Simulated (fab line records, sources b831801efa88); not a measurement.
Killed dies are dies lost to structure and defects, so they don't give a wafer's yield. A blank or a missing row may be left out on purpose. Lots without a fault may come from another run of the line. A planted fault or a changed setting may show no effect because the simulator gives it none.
A struck lot beside a sound one | flow gf180mcu | 13 steps out of a route of 602
Sound: wafers L757.1, L757.2, L757.5. Struck: wafers L755.1, L755.3, L755.5. The cause comes at the end.
At each step with rows: each side's tool, then ch and its chambers, then its first start. Under that, the readings that differ: sound wafers | struck wafers | difference of the means | sigmas: that difference in standard deviations of wafers without a fault.
alike: readings whose means differ by less than 2 such deviations, and words and numbers that are the same on both sides. not compared: withheld readings, readings that some wafer has no value for, bounds like >300 that may hide the same value, and numbers for which the record gives no deviation and whose values overlap.
The two part at a step that has a row with sigmas, a row that says differs or no value, or rows on one side only. Numbers that don't overlap but have no deviation are shown without sigmas and don't part them. A reading that every wafer of one side lacks parts them only if that side has two wafers or more.

GF_V5_CD_MEAS_14: target cd 260 nm.
  sound on cd_sem-02, day 31 16:45; struck on cd_sem-02, day 31 06:42
  alike: cd_nm
GF_V5_OVL_MEAS_15:
  sound on overlay-02, day 31 20:14; struck on overlay-02, day 31 18:30
  reading     | sound    | struck | difference | sigmas
  V5_OVL (nm) | -5 -2 -9 | 4 9 6  | +12        | +2
GF_V5_ETCH_16: etches BARC in N2/H2.
  sound on rie_diel-01 ch 1,3, day 31 20:16; struck on rie_diel-03 ch 2,3, day 31 18:32
  alike: drypump_motor_current_A, oes_product_au, rf_fwd_power_W, throttle_valve_pct
GF_V5_ETCH_17: etches SiO2 in C4F8/O2/Ar, stops on TiN, target depth 855 nm.
  sound on rie_diel-01 ch 1,3; struck on rie_diel-03 ch 2,3
  alike: oes_product_au, rf_fwd_power_W
GF_V5_STRIP_18: strips in O2/N2.
  sound on plasma_asher-01 ch 0,1, day 31 20:25; struck on plasma_asher-03 ch 0,1, day 31 18:42
  alike: drypump_motor_current_A, heater_power_w, oes_product_au, platen_temp_c
  not compared: rf_hours_counter_h
then, 2 steps without rows for these wafers: GF_V5_STRIP_19 (strips in post etch residue remover, time 1200 s); GF_V5_CLEAN_20 (cleans in DIW).
GF_V5_SPUTTER_21: material Ti, target thk 15 nm, time 80.02 s.
  sound on pvd_sputter-04, day 31 22:13; struck on pvd_sputter-02, day 31 19:38
  alike: throttle_valve_pct
GF_V5_SPUTTER_22: material TiN, target thk 10 nm, time 40 s.
  sound on pvd_sputter-04, day 31 22:17; struck on pvd_sputter-02, day 31 19:41
  alike: throttle_valve_pct
then, 1 step without rows for these wafers: GF_V5_CVD_23 (deposits W, target thk 350 nm, time 104.9 s).
GF_V5_RS_MEAS_24: measures by four-point-probe.
  sound on film_metro-01, day 31 23:07; struck on film_metro-02, day 31 19:52
  alike: V5_W_RS
GF_V5_THK_MEAS_25: measures by xrf.
  sound on film_metro-01, day 31 23:14; struck on film_metro-02, day 31 19:59
  alike: V5_W_THK
GF_V5_CMP_26: polishes, stops on SiO2, t overpolish 15 s, target thk 0 nm.
  sound on cmp-01 ch 1,2,3, day 31 23:31; struck on cmp-02 ch 0,3, day 31 20:13
  no value came back on the struck wafers for any of 5 readings (edge_zone_pressure_frac, head_pressure_psi (psi) and others); on the sound wafers edge_zone_pressure_frac reads 0.993 1.000 0.996
  reading                          | sound | struck            | difference | sigmas
  model.W_of_V5_CVD_23.thk_nm (nm) | 0 0 0 | 350.5 348.5 348.5 | +349.2     |

WHERE THEY PART
First at GF_V5_OVL_MEAS_15; last, within this record, at GF_V5_CMP_26.

WHY: what the simulator had put in
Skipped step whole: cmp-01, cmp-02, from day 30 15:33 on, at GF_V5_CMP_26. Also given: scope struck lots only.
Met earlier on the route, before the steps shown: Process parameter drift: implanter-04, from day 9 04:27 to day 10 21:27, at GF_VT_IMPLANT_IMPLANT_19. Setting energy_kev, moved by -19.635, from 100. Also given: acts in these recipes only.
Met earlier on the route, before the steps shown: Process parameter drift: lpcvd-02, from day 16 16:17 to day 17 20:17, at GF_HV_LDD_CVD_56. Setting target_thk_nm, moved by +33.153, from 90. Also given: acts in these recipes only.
